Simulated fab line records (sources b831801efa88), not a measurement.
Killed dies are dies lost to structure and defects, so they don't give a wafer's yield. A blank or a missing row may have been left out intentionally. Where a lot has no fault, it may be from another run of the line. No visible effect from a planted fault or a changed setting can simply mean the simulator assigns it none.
fab line records + flow sky130
[record]
- lots = 10
- wafers = 29
- lastDay = 50
route steps=708 shown LI_CONTACT@377 CONTACT@425 METAL1@437 PAD_OPEN@708
lots that met no fault: from a run of the same line without faults
startH: hours from the record's first day to the start of the lot's first wafer shown + waitH: how many hours have passed since the lot's step before this one + " repeats the value in the row above + L1.1+2: one row covering several wafers at once + - either no value or no given start + * or withheld: withheld + < > ~ a bound
route shown NAME@n: NAME is a module with steps in the file, n the number in the route of the first one + usual: mean and standard deviation over wafers with no fault + same: alike in all rows + chamber/n: place in a boat + sites: each site's reading + _std_site: standard deviation of those values + _edge_site: the outer-site mean with the inner-site mean subtracted + radiusMm: for every site, how far away it sits from the centre of the wafer + mask NAME#n: copy n + behind: the tool/chamber that last shaped the wafer + hold: the reason the lot was held/the length of the hold in hours/how it ended + device: transistor that didn't switch, given as n, p or np + end of line: the route-end tests of the same wafers + a step without rows: its recipe alone + killed: at the first sort, the dies lost to defects and structure; wafer yield is something else + map: a wafer's dies, x killed, . not, _ none there
set.NAME: setting as actually run; set.NAME@STEP: the setting as run at that earlier step + model.NAME: the simulator's own value behind a step, which no gauge read
one table for each step of the route and one row for each wafer, over a sample of lots
services: the hour from which a tool's chamber was out of use, counted from the record's first day as startH (under 0 if before that day), plus the number of hours and why
[[steps]]
[step SKY_LI_CONTACT_ETCH_15]
[recipe]
- target = PSG
- chemistry = C4F8/O2/Ar
- stopOn = Si
- taperDeg = 4.15
- maskMaterial = KrF-thick
- sourceW = 1500
- biasW = 1200
- pressureMtorr = 40
- c4f8FlowSccm = withheld
- O2_flow_sccm = 6
- Ar_flow_sccm = 300
- timeS = withheld
- targetDepthA = 6000
[usual]
- oesProductAu = 0.837/0.0047
| lot.wafer | tool       | chamber | startH | waitH | oesProductAu |
|-----------|------------|---------|--------|-------|--------------|
| L913.1    | rieDiel-04 | 3       | 685.79 | 0.0   | 0.828        |
| L913.2    | "          | 2       | "      | "     | 0.842        |
| L913.3    | "          | 0       | "      | "     | 0.833        |
| L917.2    | rieDiel-04 | 2       | 701.69 | 0.0   | 0.835        |
| L917.4    | "          | 3       | "      | "     | 0.832        |
| L917.6    | "          | 3       | "      | "     | 0.841        |
| L918.1    | rieDiel-02 | 1       | 720.24 | 0.0   | 0.831        |
| L918.2    | "          | 0       | "      | "     | 0.837        |
| L918.6    | "          | 0       | "      | "     | 0.829        |
| L919.2    | rieDiel-03 | 2       | 724.35 | 0.0   | 0.833        |
| L919.6    | "          | 2       | "      | "     | 0.838        |
| L920.2    | rieDiel-03 | 1       | 736.40 | 0.0   | 0.835        |
| L920.3    | "          | 3       | "      | "     | 0.834        |
| L920.4    | "          | 0       | "      | "     | 0.836        |
| L928.2    | rieDiel-04 | 3       | 799.84 | 0.0   | 0.837        |
| L928.3    | "          | 1       | "      | "     | 0.834        |
| L928.4    | "          | 3       | "      | "     | 0.834        |
| L929.1    | rieDiel-02 | 2       | 807.31 | 0.0   | 0.837        |
| L929.2    | "          | 3       | "      | "     | 0.841        |
| L929.5    | "          | 2       | "      | "     | 0.836        |
| L930.2    | rieDiel-02 | 0       | 811.19 | 0.0   | 0.835        |
| L930.3    | "          | 3       | "      | "     | 0.846        |
| L930.6    | "          | 0       | "      | "     | 0.846        |
| L935.1    | rieDiel-04 | 0       | 842.86 | 0.0   | 0.832        |
| L935.2    | "          | 3       | "      | "     | 0.839        |
| L935.4    | "          | 2       | "      | "     | 0.833        |
| L936.2    | rieDiel-03 | 3       | 850.06 | 0.0   | 0.839        |
| L936.4    | "          | 0       | "      | "     | 0.832        |
| L936.6    | "          | 3       | "      | "     | 0.839        |
[step SKY_CONTACT_STRIP_19]
[recipe]
- chemistry = O2/N2
- powerW = 1400
- pressureMtorr = 1500
- platenTempC = withheld
- o2FlowSccm = 3000
- n2FlowSccm = 300
- overashFraction = 0.5
[usual]
- drypumpMotorCurrentA = 5.53/0.26
- oesProductAu = 0.382/0.005
- stripTimeToEndpointS = 3.66/0.036
[same]
- overashFraction = 0.5
| lot.wafer | tool           | chamber | startH | waitH | drypumpMotorCurrentA | oesProductAu | rfHoursCounterH | stripTimeToEndpointS |
|-----------|----------------|---------|--------|-------|----------------------|--------------|-----------------|----------------------|
| L913.1    | plasmaAsher-03 | 0       | 744.20 | -     | 5.40                 | 0.384        | 91              | 3.66                 |
| L913.2    | "              | 1       | "      | "     | 5.19                 | 0.388        | 91              | 3.68                 |
| L913.3    | "              | 1       | "      | "     | 5.17                 | 0.389        | -               | 3.71                 |
| L917.2    | plasmaAsher-01 | 1       | 758.96 | -     | 5.81                 | 0.383        | 33              | 3.62                 |
| L917.4    | "              | 0       | "      | "     | 5.35                 | 0.377        | -               | 3.61                 |
| L917.6    | "              | 1       | "      | "     | 5.84                 | 0.383        | -               | 3.62                 |
| L918.1    | plasmaAsher-01 | 0       | 776.95 | -     | 5.36                 | 0.378        | 34              | 3.65                 |
| L918.2    | "              | 1       | "      | "     | 5.83                 | 0.381        | 34              | 3.65                 |
| L918.6    | "              | 1       | "      | "     | 5.84                 | 0.374        | -               | 3.67                 |
| L919.2    | plasmaAsher-01 | 0       | 781.31 | -     | 5.34                 | 0.386        | 34              | 3.64                 |
| L919.6    | "              | 0       | "      | "     | 5.34                 | 0.384        | -               | 3.59                 |
| L920.2    | plasmaAsher-01 | 1       | 792.95 | -     | 5.82                 | 0.389        | 35              | 3.63                 |
| L920.3    | "              | 0       | "      | "     | 5.34                 | 0.375        | -               | 3.60                 |
| L920.4    | "              | 1       | "      | "     | 5.82                 | 0.387        | -               | 3.64                 |
| L928.2    | plasmaAsher-03 | 1       | 855.04 | -     | 5.20                 | 0.382        | 100             | 3.74                 |
| L928.3    | "              | 0       | "      | "     | 5.41                 | 0.387        | -               | 3.68                 |
| L928.4    | "              | 1       | "      | "     | 5.21                 | 0.375        | -               | 3.69                 |
| L929.1    | plasmaAsher-01 | 1       | 862.74 | -     | 5.82                 | 0.385        | 42              | 3.67                 |
| L929.2    | "              | 0       | "      | "     | 5.32                 | 0.381        | 42              | 3.64                 |
| L929.5    | "              | 1       | "      | "     | 5.83                 | 0.369        | -               | 3.62                 |
| L930.2    | plasmaAsher-04 | 1       | 866.85 | -     | 5.87                 | 0.380        | 76              | 3.59                 |
| L930.3    | "              | 1       | "      | "     | 5.87                 | 0.388        | -               | 3.64                 |
| L930.6    | "              | 0       | "      | "     | 5.70                 | 0.383        | -               | 3.66                 |
| L935.1    | plasmaAsher-03 | 0       | 898.69 | -     | 5.39                 | 0.386        | 105             | 3.68                 |
| L935.2    | "              | 1       | "      | "     | 5.20                 | 0.380        | 105             | 3.64                 |
| L935.4    | "              | 0       | "      | "     | 5.36                 | 0.384        | -               | 3.70                 |
| L936.2    | plasmaAsher-03 | 0       | 905.24 | -     | 5.40                 | 0.383        | 106             | 3.64                 |
| L936.4    | "              | 1       | "      | "     | 5.22                 | 0.390        | -               | 3.70                 |
| L936.6    | "              | 0       | "      | "     | 5.38                 | 0.376        | -               | 3.66                 |
[step SKY_CONTACT_CVD_24]
[recipe]
- material = W
- targetThkNm = 340
- timeS = 102.12
- tempC = 400
- pressureTorr = 40
[usual]
- heaterPowerW = 900/130
| lot.wafer | tool    | chamber | startH | waitH | heaterPowerW |
|-----------|---------|---------|--------|-------|--------------|
| L913.1    | cvdW-01 | 1       | 744.86 | 0.0   | 1076         |
| L913.2    | "       | 0       | "      | "     | 959          |
| L913.3    | "       | 0       | "      | "     | 962          |
| L917.2    | cvdW-02 | 0       | 759.62 | 0.0   | 787          |
| L917.4    | "       | 0       | "      | "     | 786          |
| L917.6    | "       | 1       | "      | "     | 799          |
| L918.1    | cvdW-02 | 1       | 777.61 | 0.0   | 795          |
| L918.2    | "       | 0       | "      | "     | 790          |
| L918.6    | "       | 1       | "      | "     | 770          |
| L919.2    | cvdW-02 | 0       | 782.01 | 0.0   | 793          |
| L919.6    | "       | 1       | "      | "     | 797          |
| L920.2    | cvdW-01 | 1       | 793.61 | 0.0   | 1100         |
| L920.3    | "       | 1       | "      | "     | 1089         |
| L920.4    | "       | 0       | "      | "     | 947          |
| L928.2    | cvdW-02 | 1       | 855.69 | 0.0   | 778          |
| L928.3    | "       | 1       | "      | "     | 780          |
| L928.4    | "       | 0       | "      | "     | 780          |
| L929.1    | cvdW-02 | 1       | 863.48 | 0.0   | 795          |
| L929.2    | "       | 0       | "      | "     | 807          |
| L929.5    | "       | 1       | "      | "     | 785          |
| L930.2    | cvdW-02 | 0       | 867.55 | 0.0   | 805          |
| L930.3    | "       | 0       | "      | "     | 778          |
| L930.6    | "       | 1       | "      | "     | 768          |
| L935.1    | cvdW-01 | 1       | 899.35 | 0.0   | 1110         |
| L935.2    | "       | 0       | "      | "     | 960          |
| L935.4    | "       | 1       | "      | "     | 1097         |
| L936.2    | cvdW-02 | 0       | 905.93 | 0.0   | 789          |
| L936.4    | "       | 1       | "      | "     | 773          |
| L936.6    | "       | 1       | "      | "     | 800          |
[step SKY_CONTACT_RS_MEAS_25]
[recipe]
- thkMeasGauge = four-point-probe
- reads = W_of_CONTACT_CVD_24+TiN_of_CONTACT_SPUTTER_23
[usual]
- CONTACT_W_RS = 0.337/0.0044
| lot.wafer | tool         | chamber | startH | waitH | hold                    | CONTACT_W_RS[ohm/sq] |
|-----------|--------------|---------|--------|-------|-------------------------|----------------------|
| L913.1    | filmMetro-02 | -       | 744.97 | 0.1   | -                       | 0.336                |
| L913.2    | "            | -       | "      | "     | -                       | 0.335                |
| L913.3    | "            | -       | "      | "     | -                       | 0.335                |
| L917.2    | filmMetro-03 | -       | 759.75 | 0.1   | -                       | 0.336                |
| L917.4    | "            | -       | "      | "     | -                       | 0.332                |
| L917.6    | "            | -       | "      | "     | -                       | 0.346                |
| L918.1    | filmMetro-02 | -       | 777.72 | 0.1   | awaitDispo/0.2h/release | 0.342                |
| L918.2    | "            | -       | "      | "     | awaitDispo/0.2h/release | 0.433                |
| L918.6    | "            | -       | "      | "     | awaitDispo/0.2h/release | 0.447                |
| L918.1    | filmMetro-02 | -       | 778.00 | 0.3   | -                       | 0.342                |
| L918.2    | "            | -       | "      | "     | -                       | 0.434                |
| L918.6    | "            | -       | "      | "     | -                       | 0.448                |
| L919.2    | filmMetro-01 | -       | 782.14 | 0.1   | awaitDispo/0.2h/release | 0.440                |
| L919.6    | "            | -       | "      | "     | awaitDispo/0.2h/release | 0.449                |
| L919.2    | filmMetro-01 | -       | 782.43 | 0.3   | -                       | 0.439                |
| L919.6    | "            | -       | "      | "     | -                       | 0.448                |
| L920.2    | filmMetro-03 | -       | 793.74 | 0.1   | -                       | 0.336                |
| L920.3    | "            | -       | "      | "     | -                       | 0.334                |
| L920.4    | "            | -       | "      | "     | -                       | 0.333                |
| L928.2    | filmMetro-01 | -       | 855.82 | 0.1   | -                       | 0.337                |
| L928.3    | "            | -       | "      | "     | -                       | 0.335                |
| L928.4    | "            | -       | "      | "     | -                       | 0.329                |
| L929.1    | filmMetro-02 | -       | 863.59 | 0.1   | -                       | 0.339                |
| L929.2    | "            | -       | "      | "     | -                       | 0.334                |
| L929.5    | "            | -       | "      | "     | -                       | 0.342                |
| L930.2    | filmMetro-01 | -       | 867.68 | 0.1   | -                       | 0.338                |
| L930.3    | "            | -       | "      | "     | -                       | 0.334                |
| L930.6    | "            | -       | "      | "     | -                       | 0.340                |
| L935.1    | filmMetro-01 | -       | 899.46 | 0.1   | -                       | 0.333                |
| L935.2    | "            | -       | "      | "     | -                       | 0.334                |
| L935.4    | "            | -       | "      | "     | -                       | 0.334                |
| L936.2    | filmMetro-03 | -       | 906.06 | 0.1   | -                       | 0.336                |
| L936.4    | "            | -       | "      | "     | -                       | 0.341                |
| L936.6    | "            | -       | "      | "     | -                       | 0.341                |
[step SKY_CONTACT_THK_MEAS_26]
[recipe]
- thkMeasGauge = xrf
- reads = W_of_CONTACT_CVD_24
[usual]
- CONTACT_W_THK = 344/6.4
| lot.wafer | tool         | chamber | startH | waitH | hold                    | CONTACT_W_THK[nm] |
|-----------|--------------|---------|--------|-------|-------------------------|-------------------|
| L913.1    | filmMetro-02 | -       | 745.09 | 0.1   | -                       | 336               |
| L913.2    | "            | -       | "      | "     | -                       | 341               |
| L913.3    | "            | -       | "      | "     | -                       | 343               |
| L917.2    | filmMetro-03 | -       | 759.86 | 0.1   | -                       | 348               |
| L917.4    | "            | -       | "      | "     | -                       | 351               |
| L917.6    | "            | -       | "      | "     | -                       | 340               |
| L918.1    | filmMetro-02 | -       | 780.53 | 2.5   | awaitDispo/0.2h/release | 334               |
| L918.2    | "            | -       | "      | "     | awaitDispo/0.2h/release | 265               |
| L918.6    | "            | -       | "      | "     | awaitDispo/0.2h/release | 256               |
| L918.1    | filmMetro-02 | -       | 780.75 | 0.2   | -                       | 335               |
| L918.2    | "            | -       | "      | "     | -                       | 266               |
| L918.6    | "            | -       | "      | "     | -                       | 256               |
| L919.2    | filmMetro-01 | -       | 786.48 | 4.0   | awaitDispo/0.2h/release | 267               |
| L919.6    | "            | -       | "      | "     | awaitDispo/0.2h/release | 262               |
| L919.2    | filmMetro-01 | -       | 786.70 | 0.2   | -                       | 268               |
| L919.6    | "            | -       | "      | "     | -                       | 261               |
| L920.2    | filmMetro-03 | -       | 793.85 | 0.1   | -                       | 348               |
| L920.3    | "            | -       | "      | "     | -                       | 351               |
| L920.4    | "            | -       | "      | "     | -                       | 353               |
| L928.2    | filmMetro-01 | -       | 855.93 | 0.1   | -                       | 347               |
| L928.3    | "            | -       | "      | "     | -                       | 346               |
| L928.4    | "            | -       | "      | "     | -                       | 350               |
| L929.1    | filmMetro-02 | -       | 863.71 | 0.1   | -                       | 337               |
| L929.2    | "            | -       | "      | "     | -                       | 343               |
| L929.5    | "            | -       | "      | "     | -                       | 332               |
| L930.2    | filmMetro-01 | -       | 867.79 | 0.1   | -                       | 345               |
| L930.3    | "            | -       | "      | "     | -                       | 350               |
| L930.6    | "            | -       | "      | "     | -                       | 340               |
| L935.1    | filmMetro-01 | -       | 899.58 | 0.1   | -                       | 351               |
| L935.2    | "            | -       | "      | "     | -                       | 354               |
| L935.4    | "            | -       | "      | "     | -                       | 352               |
| L936.2    | filmMetro-03 | -       | 906.17 | 0.1   | -                       | 347               |
| L936.4    | "            | -       | "      | "     | -                       | 341               |
| L936.6    | "            | -       | "      | "     | -                       | 340               |
[step SKY_CONTACT_CMP_27]
[recipe]
- stopOn = SiO2
- tOverpolishS = 15
- downForcePsi = 3.5
- platenRpm = 60
- targetThkNm = 0
- padVelocityMS = 0.94248
[usual]
- motorCurrentA = 10.6/1
- timeToEndpointS = 80/4.6
| lot.wafer | tool   | chamber | startH | waitH | hold                    | motorCurrentA | timeToEndpointS |
|-----------|--------|---------|--------|-------|-------------------------|---------------|-----------------|
| L913.3    | cmp-02 | 2       | 745.15 | 0.0   | -                       | 10.4          | 79              |
| L913.2    | "      | 3       | "      | "     | -                       | 10.2          | 76              |
| L913.1    | "      | 1       | "      | "     | -                       | 10.9          | 79              |
| L917.4    | cmp-01 | 3       | 759.96 | 0.1   | -                       | 12.6          | 90              |
| L917.2    | "      | 0       | "      | "     | -                       | 12.0          | 87              |
| L917.6    | "      | 3       | "      | "     | -                       | 12.7          | 86              |
| L918.2    | cmp-02 | 3       | 781.95 | 1.2   | awaitDispo/1.1h/release | 10.1          | 59              |
| L918.1    | "      | 2       | "      | "     | awaitDispo/1.1h/release | 11.3          | 78              |
| L918.6    | "      | 3       | "      | "     | awaitDispo/1.1h/release | 9.9           | 52              |
| L919.2    | cmp-01 | 2       | 789.51 | 2.8   | awaitDispo/2.6h/release | 9.2           | 62              |
| L919.6    | "      | 3       | "      | "     | awaitDispo/2.6h/release | 12.2          | 64              |
| L920.4    | cmp-01 | 2       | 793.90 | 0.0   | -                       | 10.3          | 85              |
| L920.2    | "      | 0       | "      | "     | -                       | 12.0          | 83              |
| L920.3    | "      | 1       | "      | "     | -                       | 10.0          | 82              |
| L928.4    | cmp-01 | 2       | 855.98 | 0.0   | -                       | 10.4          | 91              |
| L928.3    | "      | 3       | "      | "     | -                       | 12.6          | 84              |
| L928.2    | "      | 1       | "      | "     | -                       | 9.2           | 80              |
| L929.2    | cmp-02 | 2       | 863.87 | 0.1   | -                       | 10.3          | 79              |
| L929.1    | "      | 3       | "      | "     | -                       | 9.6           | 75              |
| L929.5    | "      | 1       | "      | "     | -                       | 10.4          | 78              |
| L930.3    | cmp-02 | 1       | 867.89 | 0.1   | -                       | 10.0          | 76              |
| L930.2    | "      | 3       | "      | "     | -                       | 10.1          | 74              |
| L930.6    | "      | 1       | "      | "     | -                       | 10.3          | 76              |
| L935.1    | cmp-02 | 2       | 899.64 | 0.1   | -                       | 11.0          | 80              |
| L935.2    | "      | 3       | "      | "     | -                       | 10.1          | 77              |
| L935.4    | "      | 0       | "      | "     | -                       | 9.9           | 83              |
| L936.2    | cmp-01 | 0       | 906.32 | 0.1   | -                       | 12.1          | 85              |
| L936.4    | "      | 1       | "      | "     | -                       | 9.0           | 79              |
| L936.6    | "      | 2       | "      | "     | -                       | 10.0          | 86              |
[step SKY_METAL1_SPUTTER_03]
[recipe]
- material = Ti
- targetThkNm = 5
- powerW = 3000
- timeS = 3.3
- chamberPressurePa = 0.4
[usual]
- cathodeDcPowerW = 2999.9/0.54
- throttleValvePct = 29.4/0.94
| lot.wafer | tool          | chamber | startH | waitH | cathodeDcPowerW | throttleValvePct |
|-----------|---------------|---------|--------|-------|-----------------|------------------|
| L913.1    | pvdSputter-02 | -       | 745.52 | 0.0   | 3000.2          | 28.9             |
| L913.2    | "             | -       | "      | "     | 3000.1          | 28.5             |
| L913.3    | "             | -       | "      | "     | 2999.7          | 28.5             |
| L917.2    | pvdSputter-04 | -       | 760.28 | 0.0   | 2999.8          | 29.6             |
| L917.4    | "             | -       | "      | "     | 2999.6          | 31.4             |
| L917.6    | "             | -       | "      | "     | 3000.0          | 29.2             |
| L918.1    | pvdSputter-02 | -       | 782.32 | 0.0   | 2999.7          | 28.7             |
| L918.2    | "             | -       | "      | "     | 2999.0          | 28.3             |
| L918.6    | "             | -       | "      | "     | 3001.0          | 28.6             |
| L919.2    | pvdSputter-02 | -       | 789.73 | 0.0   | 3000.3          | 28.4             |
| L919.6    | "             | -       | "      | "     | 3000.4          | 28.9             |
| L920.2    | pvdSputter-04 | -       | 794.27 | 0.0   | 3000.5          | 31.8             |
| L920.3    | "             | -       | "      | "     | 2999.8          | 30.3             |
| L920.4    | "             | -       | "      | "     | 2999.1          | 29.7             |
| L928.2    | pvdSputter-03 | -       | 856.36 | 0.0   | 2999.9          | 29.4             |
| L928.3    | "             | -       | "      | "     | 2999.4          | 28.2             |
| L928.4    | "             | -       | "      | "     | 3001.1          | 28.1             |
| L929.1    | pvdSputter-03 | -       | 864.14 | 0.0   | 3000.1          | 29.6             |
| L929.2    | "             | -       | "      | "     | 2999.7          | 29.1             |
| L929.5    | "             | -       | "      | "     | 3000.3          | 29.6             |
| L930.2    | pvdSputter-03 | -       | 868.21 | 0.0   | 2999.3          | 28.1             |
| L930.3    | "             | -       | "      | "     | 2999.1          | 29.1             |
| L930.6    | "             | -       | "      | "     | 3000.2          | 28.1             |
| L935.1    | pvdSputter-04 | -       | 900.01 | 0.0   | 2999.7          | 29.3             |
| L935.2    | "             | -       | "      | "     | 2999.5          | 29.6             |
| L935.4    | "             | -       | "      | "     | 3000.6          | 31.8             |
| L936.2    | pvdSputter-04 | -       | 906.60 | 0.0   | 2999.5          | 29.3             |
| L936.4    | "             | -       | "      | "     | 3000.0          | 31.5             |
| L936.6    | "             | -       | "      | "     | 3000.3          | 29.6             |
[step SKY_PAD_OPEN_PROBE_99]
[usual]
- killed_at_M0_to_M3 = 44/6.9
- killed_at_M4_up = 3.3/2.1
- killedAtContacts = 24/4.8
- killedAtFrontEnd = 15/4.4
- killedAtOther = 0.2/0.48
- killedDies = 87/9.5
- killedOpen = 48/6.5
- killedShort = 39/6.3
[same]
- grossDies = 492
- killedAtBackSide = 0
| lot.wafer | tool      | chamber | startH  | waitH | killed_at_M0_to_M3 | killed_at_M4_up | killedAtContacts | killedAtFrontEnd | killedAtOther | killedDies | killedOpen | killedShort |
|-----------|-----------|---------|---------|-------|--------------------|-----------------|------------------|------------------|---------------|------------|------------|-------------|
| L919.2    | prober-02 | -       | 1111.25 | 0.1   | 44                 | 4               | 25               | 24               | 1             | 98         | 52         | 45          |
| L919.6    | prober-02 | -       | 1111.45 | 0.2   | 47                 | 2               | 35               | 18               | 2             | 104        | 55         | 47          |
// killed by level:class
L919.2 LOCAL_INTERCONNECT:geometricParticle:short=9 VIA2:geometricParticle:open=8 CONTACT:geometricParticle:open=8 VIA1:geometricParticle:open=8 FIELD_ISO:geometricParticle:open=7 POLY_GATE:geometricParticle:open=7 VIA3:geometricParticle:open=7 VIA1:geometricParticle:short=6
L919.6 LI_CONTACT:geometricParticle:open=11 VIA1:geometricParticle:open=9 LOCAL_INTERCONNECT:geometricParticle:short=8 METAL2:geometricParticle:short=8 VIA2:geometricParticle:open=7 CONTACT:geometricParticle:open=6 VIA3:geometricParticle:open=6 CONTACT:geometricParticle:short=5
[[services]]
| tool           | chamber | startH | hours | kind   |
|----------------|---------|--------|-------|--------|
| cmp-01         | -       | 674.99 | 3.4   | repair |
| cmp-01         | -       | 679.41 | 2.8   | repair |
| pvdSputter-04  | -       | 689.48 | 12.6  | repair |
| cvdW-02        | -       | 693.84 | 2.8   | pm     |
| rieDiel-04     | 1       | 707.93 | 49.0  | repair |
| cmp-02         | -       | 712.37 | 1.1   | repair |
| rieDiel-04     | 3       | 712.45 | 4.3   | repair |
| plasmaAsher-01 | -       | 719.50 | 1.9   | repair |
| cmp-01         | -       | 719.73 | 0.6   | repair |
| plasmaAsher-03 | -       | 735.66 | 8.4   | repair |
| plasmaAsher-01 | -       | 742.75 | 2.8   | pm     |
| cmp-01         | -       | 744.83 | 4.0   | pm     |
| rieDiel-04     | -       | 745.15 | 1.4   | repair |
| plasmaAsher-01 | -       | 746.89 | 2.0   | repair |
| cvdW-02        | -       | 747.47 | 0.7   | repair |
| plasmaAsher-03 | -       | 750.92 | 1.3   | repair |
| plasmaAsher-01 | -       | 762.29 | 11.0  | pm     |
| plasmaAsher-03 | -       | 765.97 | 14.6  | pm     |
| rieDiel-04     | 2       | 799.75 | 5.8   | repair |
| rieDiel-04     | 0       | 810.64 | 12.0  | repair |
| cmp-01         | -       | 814.98 | 0.9   | repair |
| cvdW-02        | -       | 830.98 | 1.4   | repair |
| cmp-01         | -       | 844.22 | 3.2   | pm     |
| cmp-02         | -       | 857.00 | 0.8   | repair |
[[key]]
[firstSign]
- step = SKY_CONTACT_RS_MEAS_25
- reading = visit
- direction = added
[effect]
- step = SKY_CONTACT_RS_MEAS_25
- reading = CONTACT_W_RS
- direction = up
- sigmas = 24
- usual = 0.337
- struck = 0.442
[effect]
- step = SKY_CONTACT_THK_MEAS_26
- reading = visit
- direction = added
[effect]
- step = SKY_CONTACT_THK_MEAS_26
- reading = CONTACT_W_THK
- direction = down
- sigmas = 13
- usual = 344
- struck = 262
[effect]
- step = SKY_CONTACT_CMP_27
- reading = timeToEndpointS
- direction = down
- sigmas = 4.5
- usual = *
- struck = *
metAt SKY_CONTACT_CVD_24
struckLots L918,L919
struckWafers L918.2,L918.6,L919.2,L919.6
testerLeftOut L918,L919
notActingAt SKY_LI_CONTACT_ETCH_15,SKY_CONTACT_STRIP_19,SKY_METAL1_SPUTTER_03
onsetBetween 759.62 777.61
[fault]
- kind = processParameterDrift
- tool = cvdW-02
- chamber = -
- onsetH = 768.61
- steps = SKY_CONTACT_CVD_24
- channel = targetThkNm
- offset = -75.019
- shape = step
- endH = 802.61
- scope = struckWafersOnly
- actsIn = theseRecipesOnly
- stated = 340
// testerLeftOut: of these lots the tester's yield and bins aren't shown, on N5 and GAA mostly nor the transistor test; their killed dies are dies lost to structure and defects alone, not to doping, threshold or leakage, so they don't give the yield
